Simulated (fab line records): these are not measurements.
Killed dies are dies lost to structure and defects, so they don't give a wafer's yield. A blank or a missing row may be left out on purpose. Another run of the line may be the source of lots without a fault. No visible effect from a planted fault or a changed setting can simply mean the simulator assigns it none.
Which of the tools did it? || flow sky130 || Sampling: 6 lots, 18 wafers, 2 of 708 route steps

== WHAT EACH GAUGE READ, for each wafer ==
SKY_SD_N_CD_MEAS_07 targets a cd of 380 nm.
{"lot": "L936", "measured": "day 28 22:04", "on": "cd-sem-01", "cd-nm (nm)": "375.0 374.4 375.3"}
{"lot": "L939", "measured": "day 29 08:25", "on": "cd-sem-01", "cd-nm (nm)": "378.8 378.9 379.8"}
{"lot": "L941", "measured": "day 30 02:38", "on": "cd-sem-01", "cd-nm (nm)": "377.6 378.7 376.7"}
{"lot": "L945", "measured": "day 31 14:56", "on": "cd-sem-02", "cd-nm (nm)": "381.3 378.5 379.2"}
{"lot": "L955", "measured": "day 35 02:32", "on": "cd-sem-01", "cd-nm (nm)": "382.2 382.7 380.8"}
{"lot": "L957", "measured": "day 35 05:49", "on": "cd-sem-02", "cd-nm (nm)": "377.5 378.9 378.1"}

== WHAT TOOL EACH LOT RAN ON (gives the tool, then ch and the chambers of the sampled wafers, and finally the start) ==
{"lot": "L936", "SKY_SD_N_EXPOSE_04": "iline-stepper-02 ch 0, day 28 07:31"}
{"lot": "L939", "SKY_SD_N_EXPOSE_04": "iline-stepper-01 ch 0, day 28 18:13"}
{"lot": "L941", "SKY_SD_N_EXPOSE_04": "iline-stepper-01 ch 0, day 29 12:20"}
{"lot": "L945", "SKY_SD_N_EXPOSE_04": "iline-stepper-02 ch 0, day 31 01:01"}
{"lot": "L955", "SKY_SD_N_EXPOSE_04": "iline-stepper-02 ch 0, day 34 14:05"}
{"lot": "L957", "SKY_SD_N_EXPOSE_04": "iline-stepper-01 ch 0, day 34 17:30"}
- SKY_SD_N_EXPOSE_04: exposes mask NSDM, target cd 380 nm.

== THE ANSWER, worked out from the rows above alone ==
Rule: usual is defined by the lots themselves. Put in order of their means at a reading, lots are off if they are a third of the lots or fewer, leave a main group of 4 or more, and stand apart from it by a gap of 3 or more times the standard deviation of the main group's means; of several such gaps the widest counts. If all means in a main group match to the digits the tables above print for the reading, that group is not used. Also off: a lot with no number at a reading for which 4 or more lots have one. Where the step has rows for the other lots, those lots are counted as sound.
No lot is off at any reading shown: from this, nothing can be told.

== WHAT THE SIMULATOR PUT IN ==
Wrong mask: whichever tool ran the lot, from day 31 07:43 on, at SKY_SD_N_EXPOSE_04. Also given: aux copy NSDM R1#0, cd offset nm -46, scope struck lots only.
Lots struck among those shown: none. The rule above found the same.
